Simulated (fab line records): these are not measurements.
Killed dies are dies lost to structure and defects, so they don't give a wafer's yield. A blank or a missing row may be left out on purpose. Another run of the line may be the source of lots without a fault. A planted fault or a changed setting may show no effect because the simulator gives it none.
A sampling plan put to the test ; flow gf180mcu ; 50 faults told of in these records, all on one fab line, each judged by the records of the lots it struck
The plan consists of the line's own looks: route steps at which the wafer is read by a gauge or an inspection but not changed. Where struck wafers have a number at a look and the file lists that look's usual mean and standard deviation on fault-free wafers, the look can be judged. Caught: the struck wafers' mean, at a look after the fault's first step, is 4 or more of those standard deviations (sigma) away from the usual mean. On the tool: here the same test is run on the tool's own readings at the fault's steps. Another recipe on the struck wafers, or a record that is blank for them alone, also counts as caught.

## THE FAULTS, as the simulator had put them in
1. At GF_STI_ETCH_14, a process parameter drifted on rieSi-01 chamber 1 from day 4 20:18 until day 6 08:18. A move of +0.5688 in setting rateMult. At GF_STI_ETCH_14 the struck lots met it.
2. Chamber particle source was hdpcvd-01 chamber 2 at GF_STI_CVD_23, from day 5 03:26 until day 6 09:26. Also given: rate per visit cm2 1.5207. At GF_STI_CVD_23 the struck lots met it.
3. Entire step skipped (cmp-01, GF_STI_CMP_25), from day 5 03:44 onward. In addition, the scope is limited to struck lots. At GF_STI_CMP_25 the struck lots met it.
4. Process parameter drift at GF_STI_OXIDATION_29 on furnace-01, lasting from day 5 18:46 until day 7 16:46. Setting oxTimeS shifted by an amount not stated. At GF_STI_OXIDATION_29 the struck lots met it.
5. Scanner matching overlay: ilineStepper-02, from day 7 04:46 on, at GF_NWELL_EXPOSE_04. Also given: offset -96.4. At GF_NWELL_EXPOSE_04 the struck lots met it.
6. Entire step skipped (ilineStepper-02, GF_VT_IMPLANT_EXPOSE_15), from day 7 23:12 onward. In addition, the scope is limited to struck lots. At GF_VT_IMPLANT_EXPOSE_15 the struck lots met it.
7. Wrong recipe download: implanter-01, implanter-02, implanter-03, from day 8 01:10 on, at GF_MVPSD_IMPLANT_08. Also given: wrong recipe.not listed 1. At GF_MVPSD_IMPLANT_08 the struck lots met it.
8. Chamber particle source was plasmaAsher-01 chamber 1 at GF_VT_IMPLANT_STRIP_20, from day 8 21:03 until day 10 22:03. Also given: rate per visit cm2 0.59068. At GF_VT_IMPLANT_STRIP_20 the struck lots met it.
9. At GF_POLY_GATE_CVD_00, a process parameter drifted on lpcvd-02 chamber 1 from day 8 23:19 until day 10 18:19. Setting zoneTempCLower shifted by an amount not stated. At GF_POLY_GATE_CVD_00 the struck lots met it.
10. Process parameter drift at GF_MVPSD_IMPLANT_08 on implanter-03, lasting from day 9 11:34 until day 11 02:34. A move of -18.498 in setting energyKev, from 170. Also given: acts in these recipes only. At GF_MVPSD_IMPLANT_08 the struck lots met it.
11. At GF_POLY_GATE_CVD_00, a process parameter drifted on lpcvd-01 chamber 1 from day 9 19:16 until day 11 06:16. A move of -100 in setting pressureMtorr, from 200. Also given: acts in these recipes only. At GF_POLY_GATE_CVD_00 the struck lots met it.
12. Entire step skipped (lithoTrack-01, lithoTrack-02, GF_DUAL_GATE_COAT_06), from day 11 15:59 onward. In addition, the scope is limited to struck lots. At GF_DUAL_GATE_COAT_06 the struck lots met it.
13. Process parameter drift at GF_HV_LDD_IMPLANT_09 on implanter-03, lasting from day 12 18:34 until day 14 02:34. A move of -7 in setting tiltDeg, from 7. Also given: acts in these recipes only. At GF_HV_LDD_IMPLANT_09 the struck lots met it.
14. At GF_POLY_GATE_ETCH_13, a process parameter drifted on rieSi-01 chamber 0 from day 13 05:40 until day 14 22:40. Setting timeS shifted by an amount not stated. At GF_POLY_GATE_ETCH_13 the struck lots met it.
15. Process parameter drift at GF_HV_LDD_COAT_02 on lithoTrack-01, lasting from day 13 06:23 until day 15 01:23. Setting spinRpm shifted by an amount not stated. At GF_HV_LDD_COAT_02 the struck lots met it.
16. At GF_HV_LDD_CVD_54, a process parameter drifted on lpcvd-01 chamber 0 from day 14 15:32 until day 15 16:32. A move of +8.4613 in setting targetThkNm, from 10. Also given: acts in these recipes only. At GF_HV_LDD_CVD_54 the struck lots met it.
17. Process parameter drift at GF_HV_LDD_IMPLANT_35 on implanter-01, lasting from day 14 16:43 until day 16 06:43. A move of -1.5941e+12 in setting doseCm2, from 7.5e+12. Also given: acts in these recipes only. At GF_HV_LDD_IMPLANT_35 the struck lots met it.
18. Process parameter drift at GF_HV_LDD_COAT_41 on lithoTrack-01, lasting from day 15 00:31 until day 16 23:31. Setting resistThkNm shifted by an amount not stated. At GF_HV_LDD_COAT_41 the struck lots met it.
19. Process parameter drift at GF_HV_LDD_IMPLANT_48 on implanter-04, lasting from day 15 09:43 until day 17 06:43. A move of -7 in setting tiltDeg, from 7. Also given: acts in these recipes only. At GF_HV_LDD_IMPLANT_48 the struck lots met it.
20. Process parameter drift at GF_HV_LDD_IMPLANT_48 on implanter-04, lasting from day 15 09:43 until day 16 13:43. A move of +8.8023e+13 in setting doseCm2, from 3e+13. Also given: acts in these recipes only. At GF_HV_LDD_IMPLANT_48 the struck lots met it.
21. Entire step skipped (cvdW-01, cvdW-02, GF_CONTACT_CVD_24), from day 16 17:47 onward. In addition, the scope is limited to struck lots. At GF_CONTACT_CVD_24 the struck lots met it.
22. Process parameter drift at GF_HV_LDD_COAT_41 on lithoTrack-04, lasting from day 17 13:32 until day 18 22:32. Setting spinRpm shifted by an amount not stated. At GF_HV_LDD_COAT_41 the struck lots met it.
23. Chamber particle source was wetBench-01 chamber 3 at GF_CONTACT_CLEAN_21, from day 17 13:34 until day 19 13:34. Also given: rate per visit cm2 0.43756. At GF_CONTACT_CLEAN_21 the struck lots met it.
24. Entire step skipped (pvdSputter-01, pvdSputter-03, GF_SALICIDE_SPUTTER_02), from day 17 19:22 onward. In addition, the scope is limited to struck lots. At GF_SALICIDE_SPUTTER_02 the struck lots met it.
25. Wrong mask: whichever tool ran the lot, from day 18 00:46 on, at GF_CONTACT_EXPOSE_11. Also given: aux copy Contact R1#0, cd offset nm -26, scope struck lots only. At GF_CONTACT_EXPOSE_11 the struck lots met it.
26. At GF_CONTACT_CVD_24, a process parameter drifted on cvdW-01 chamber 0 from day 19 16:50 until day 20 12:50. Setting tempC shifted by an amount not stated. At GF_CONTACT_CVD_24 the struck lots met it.
27. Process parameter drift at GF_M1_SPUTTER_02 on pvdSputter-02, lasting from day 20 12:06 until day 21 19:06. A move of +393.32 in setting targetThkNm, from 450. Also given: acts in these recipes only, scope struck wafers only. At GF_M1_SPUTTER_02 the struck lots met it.
28. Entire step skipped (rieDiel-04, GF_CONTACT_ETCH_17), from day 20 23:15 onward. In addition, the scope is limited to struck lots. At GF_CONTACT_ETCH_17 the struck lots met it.
29. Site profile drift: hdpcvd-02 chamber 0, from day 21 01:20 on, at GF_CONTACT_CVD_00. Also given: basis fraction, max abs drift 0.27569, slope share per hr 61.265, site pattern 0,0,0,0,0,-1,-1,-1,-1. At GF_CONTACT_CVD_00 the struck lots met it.
30. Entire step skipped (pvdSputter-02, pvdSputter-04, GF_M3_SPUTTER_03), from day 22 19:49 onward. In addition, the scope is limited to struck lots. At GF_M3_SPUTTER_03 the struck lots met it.
31. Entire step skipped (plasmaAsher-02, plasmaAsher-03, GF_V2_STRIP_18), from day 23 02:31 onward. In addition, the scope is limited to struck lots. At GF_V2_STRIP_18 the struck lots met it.
32. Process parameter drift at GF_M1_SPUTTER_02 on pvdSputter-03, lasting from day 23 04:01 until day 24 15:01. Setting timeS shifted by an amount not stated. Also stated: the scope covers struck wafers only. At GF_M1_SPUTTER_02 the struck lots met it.
33. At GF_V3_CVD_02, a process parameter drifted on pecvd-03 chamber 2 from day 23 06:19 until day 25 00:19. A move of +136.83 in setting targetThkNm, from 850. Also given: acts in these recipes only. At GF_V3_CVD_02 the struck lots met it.
34. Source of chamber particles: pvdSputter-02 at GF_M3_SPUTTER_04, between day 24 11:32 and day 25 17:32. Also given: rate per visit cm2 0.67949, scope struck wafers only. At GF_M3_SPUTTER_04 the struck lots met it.
35. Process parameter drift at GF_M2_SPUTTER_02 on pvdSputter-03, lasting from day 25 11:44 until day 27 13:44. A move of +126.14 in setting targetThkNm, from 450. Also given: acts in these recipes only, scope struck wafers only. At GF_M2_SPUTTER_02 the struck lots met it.
36. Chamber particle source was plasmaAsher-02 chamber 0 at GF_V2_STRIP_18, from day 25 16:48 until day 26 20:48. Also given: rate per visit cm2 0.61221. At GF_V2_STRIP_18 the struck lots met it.
37. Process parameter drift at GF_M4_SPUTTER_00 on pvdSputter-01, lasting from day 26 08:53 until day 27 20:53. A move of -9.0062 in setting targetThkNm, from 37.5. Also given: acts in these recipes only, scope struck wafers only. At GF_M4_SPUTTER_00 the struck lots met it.
38. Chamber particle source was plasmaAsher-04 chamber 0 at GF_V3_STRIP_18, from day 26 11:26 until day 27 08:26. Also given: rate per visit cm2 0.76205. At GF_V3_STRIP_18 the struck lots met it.
39. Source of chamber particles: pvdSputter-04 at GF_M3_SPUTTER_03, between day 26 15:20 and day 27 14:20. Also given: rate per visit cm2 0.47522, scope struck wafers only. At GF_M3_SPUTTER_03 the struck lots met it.
40. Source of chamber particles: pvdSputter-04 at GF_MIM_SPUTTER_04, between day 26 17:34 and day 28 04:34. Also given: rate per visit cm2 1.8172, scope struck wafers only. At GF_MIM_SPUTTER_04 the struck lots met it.
41. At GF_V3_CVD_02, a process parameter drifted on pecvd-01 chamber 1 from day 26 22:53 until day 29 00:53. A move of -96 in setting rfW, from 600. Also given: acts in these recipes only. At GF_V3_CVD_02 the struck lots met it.
42. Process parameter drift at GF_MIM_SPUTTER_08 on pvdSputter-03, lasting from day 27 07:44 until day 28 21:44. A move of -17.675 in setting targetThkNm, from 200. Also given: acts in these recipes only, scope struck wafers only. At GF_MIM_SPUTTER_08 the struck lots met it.
43. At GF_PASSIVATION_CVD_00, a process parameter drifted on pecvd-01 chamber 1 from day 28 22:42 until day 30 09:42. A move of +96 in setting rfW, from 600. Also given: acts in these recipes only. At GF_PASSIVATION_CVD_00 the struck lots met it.
44. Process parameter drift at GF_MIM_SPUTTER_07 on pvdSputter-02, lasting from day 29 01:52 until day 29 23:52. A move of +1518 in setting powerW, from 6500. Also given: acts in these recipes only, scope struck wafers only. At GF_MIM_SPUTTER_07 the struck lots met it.
45. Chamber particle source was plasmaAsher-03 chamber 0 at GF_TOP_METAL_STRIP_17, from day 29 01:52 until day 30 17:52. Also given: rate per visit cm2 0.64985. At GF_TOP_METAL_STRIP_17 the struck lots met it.
46. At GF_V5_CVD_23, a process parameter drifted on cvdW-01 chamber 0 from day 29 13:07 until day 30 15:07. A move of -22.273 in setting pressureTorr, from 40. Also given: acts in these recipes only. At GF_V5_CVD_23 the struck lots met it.
47. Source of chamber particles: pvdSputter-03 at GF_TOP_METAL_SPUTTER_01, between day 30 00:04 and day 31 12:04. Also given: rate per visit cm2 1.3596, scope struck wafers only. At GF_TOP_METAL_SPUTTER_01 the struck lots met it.
48. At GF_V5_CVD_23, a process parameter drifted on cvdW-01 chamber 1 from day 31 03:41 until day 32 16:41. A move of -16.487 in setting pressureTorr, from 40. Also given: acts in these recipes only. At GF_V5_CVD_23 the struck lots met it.
49. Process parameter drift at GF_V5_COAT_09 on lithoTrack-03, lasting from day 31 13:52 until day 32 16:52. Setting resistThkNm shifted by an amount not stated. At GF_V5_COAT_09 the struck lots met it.
50. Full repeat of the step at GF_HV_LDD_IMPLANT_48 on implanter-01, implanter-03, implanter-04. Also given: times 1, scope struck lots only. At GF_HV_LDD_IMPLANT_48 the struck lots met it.

## WHAT THE PLAN SAW
fault;on the tool itself;first look that catches it;reading, sigma;median hours from its first step to that look;hours from the fault's start to the first struck lot there;judged looks passed uncaught
1;oesProductAu +27 sigma;none of the 2 looks that can be judged after it;-;-;-;2
2;under 2 sigma;not the one look that can be judged after it;-;-;-;1
3;the tool's record is blank for the struck wafers;no look after it can be judged;-;-;-;0
4;under 2 sigma;GF_STI_THK_MEAS_30;STI_OXIDATION_02_THK +7.4;1.4;3;0
5;under 2 sigma;GF_NWELL_OVL_MEAS_07;NWELL_OVL -69;7.5;10;0
6;no reading that can be judged;no look after it can be judged;-;-;-;0
7;under 2 sigma;GF_MVPSD_TW_MEAS_11;MVPSD_TW +71;0.4;3;0
8;under 2 sigma;not the one look that can be judged after it;-;-;-;1
9;spikeTcLowerC +26 sigma;GF_POLY_GATE_THK_MEAS_01;POLY_GATE_CVD_00_THK +9.3;1.3;4;0
10;beamEnergyKeV -99 or beyond sigma;GF_VT_IMPLANT_RS_MEAS_49;MVPSD_RS +8.0;79.2;82;0
11;pressureMtorr -99 or beyond sigma;GF_POLY_GATE_THK_MEAS_01;POLY_GATE_CVD_00_THK -36;1.4;22;0
12;the tool's record is blank for the struck wafers;no look after it can be judged;-;-;-;0
13;tiltDeg -99 or beyond sigma;GF_HV_LDD_TW_MEAS_11;HV_LDD_TW -10;0.2;10;0
14;runLengthS -66 sigma;no look after it can be judged;-;-;-;0
15;spinSpeedRpm +99 or beyond sigma;no look after it can be judged;-;-;-;0
16;under 2 sigma;GF_HV_LDD_THK_MEAS_55;HV_LDD_CVD_54_THK +55;1.0;10;0
17;doseIonsCm2 -99 or beyond sigma;none of the 2 looks that can be judged after it;strongest: HV_LDD_RS at GF_HV_LDD_RS_MEAS_53, +3.8;-;-;2
18;no reading that can be judged;none of the 3 looks that can be judged after it;-;-;-;3
19;tiltDeg -99 or beyond sigma;GF_HV_LDD_TW_MEAS_50;HV_LDD_4_TW -11;0.2;10;0
20;doseIonsCm2 +99 or beyond sigma;GF_HV_LDD_TW_MEAS_50;HV_LDD_4_TW +50;0.2;10;0
21;the tool's record is blank for the struck wafers;GF_CONTACT_RS_MEAS_25;CONTACT_W_RS +99 or beyond;0.1;3;0
22;spinSpeedRpm +87 sigma;no look after it can be judged;-;-;-;0
23;no reading that can be judged;none of the 3 looks that can be judged after it;-;-;-;3
24;the tool's record is blank for the struck wafers;GF_SALICIDE_RS_MEAS_04;SALICIDE_TIN_RS +99 or beyond;0.1;0;0
25;under 2 sigma;GF_CONTACT_CD_MEAS_14;cdNm -17;11.7;19;0
26;susceptorTempC -99 or beyond sigma;GF_CONTACT_RS_MEAS_25;CONTACT_W_RS +60;0.1;4;0
27;under 2 sigma;GF_M1_RS_MEAS_05;M1_ALCU_RS -24;0.1;5;0
28;the tool's record is blank for the struck wafers;no look after it can be judged;-;-;-;0
29;no reading that can be judged;GF_CONTACT_THK_MEAS_01;CONTACT_CVD_00_THK -7.1;0.1;6;0
30;the tool's record is blank for the struck wafers;no look after it can be judged;-;-;-;0
31;the tool's record is blank for the struck wafers;no look after it can be judged;-;-;-;0
32;under 2 sigma;GF_M1_RS_MEAS_05;M1_ALCU_RS -6.3;0.1;19;0
33;under 2 sigma;GF_V3_THK_MEAS_03;V3_CVD_02_THK +8.2;0.1;6;0
34;under 2 sigma;not the one look that can be judged after it;-;-;-;1
35;under 2 sigma;GF_M2_RS_MEAS_05;M2_ALCU_RS -19;0.1;21;0
36;under 2 sigma;not the one look that can be judged after it;-;-;-;1
37;under 2 sigma;no look after it can be judged;-;-;-;0
38;under 2 sigma;not the one look that can be judged after it;-;-;-;1
39;under 2 sigma;no look after it can be judged;-;-;-;0
40;under 2 sigma;none of the 3 looks that can be judged after it;-;-;-;3
41;rfFwdPowerW -45 sigma;not the one look that can be judged after it;-;-;-;1
42;under 2 sigma;GF_MIM_RS_MEAS_10;MIM_ALCU_RS +8.3;0.1;7;0
43;rfFwdPowerW +47 sigma;not the one look that can be judged after it;strongest: PASSIVATION_CVD_00_THK at GF_PASSIVATION_THK_MEAS_01, +2.7;-;-;1
44;cathodeDcPowerW +99 or beyond sigma;no look after it can be judged;-;-;-;0
45;under 2 sigma;no look after it can be judged;-;-;-;0
46;chamberPressureTorr -99 or beyond sigma;GF_V5_RS_MEAS_24;V5_W_RS +44;0.1;13;0
47;under 2 sigma;no look after it can be judged;-;-;-;0
48;chamberPressureTorr -99 or beyond sigma;GF_V5_RS_MEAS_24;V5_W_RS +25;0.1;5;0
49;no reading that can be judged;not the one look that can be judged after it;-;-;-;1
50;under 2 sigma;GF_HV_LDD_TW_MEAS_50;HV_LDD_4_TW +24;0.6;-;0
A dash: the fault is not caught, or the number is missing from these records.

Caught at a look: 23 of 50. Caught on the tool: 24 of 50. By one or the other: 36 of 50.
On the tool alone, faults 1, 3, 12, 14, 15, 17, 22, 28, 30, 31, 41, 43, 44 were caught.
Caught at a look alone: faults 4, 5, 7, 16, 25, 27, 29, 32, 33, 35, 42, 50.
Caught by neither: faults 2, 6, 8, 18, 23, 34, 36, 37, 38, 39, 40, 45, 47, 49.

## THINNER SAMPLING
In the worst case, this is how late the first struck lot would be measured if the look that catches a fault measured only every second or every third lot, by lot number:
fault;struck lots at that look, in order of time;every lot;every second lot;every third lot
4;L293, L294;3 h;9 h;may miss all 2
5;L902, L904, L905;10 h;29 h;may miss all 3
7;L162, L163, L164;3 h;8 h;13 h
9;L912, L914;4 h;may miss all 2;may miss all 2
10;L799, L802, L803;82 h;108 h;may miss all 3
11;L633;22 h;may miss it;may miss it
13;L236, L237;10 h;18 h;may miss all 2
16;L544;10 h;may miss it;may miss it
19;L773, L774;10 h;19 h;may miss all 2
20;L901, L902;10 h;19 h;may miss all 2
21;L537, L538, L539;3 h;17 h;23 h
24;L497, L498;0 h;17 h;may miss all 2
25;L495;19 h;may miss it;may miss it
26;L256, L257;4 h;14 h;may miss all 2
27;L890, L891;5 h;7 h;may miss all 2
29;L671, L672;6 h;24 h;may miss all 2
32;L596;19 h;may miss it;may miss it
33;L566, L567;6 h;21 h;may miss all 2
35;L971;21 h;may miss it;may miss it
42;L274, L275, L277;7 h;13 h;may miss all 3
46;L337, L338;13 h;20 h;may miss all 2
48;L146, L148;5 h;may miss all 2;may miss all 2
Hours count from the start of the fault until the first struck lot that is measured. The limit of 4 sigma was tested on all struck wafers together, so one lot alone may lie under it. Other struck lots may not be in these records.

## THE LONGEST TIMED WAY FROM STEP TO LOOK
Fault 10: a median of 79.2 hours passes between GF_MVPSD_IMPLANT_08 and GF_VT_IMPLANT_RS_MEAS_49. No look between them can be judged.
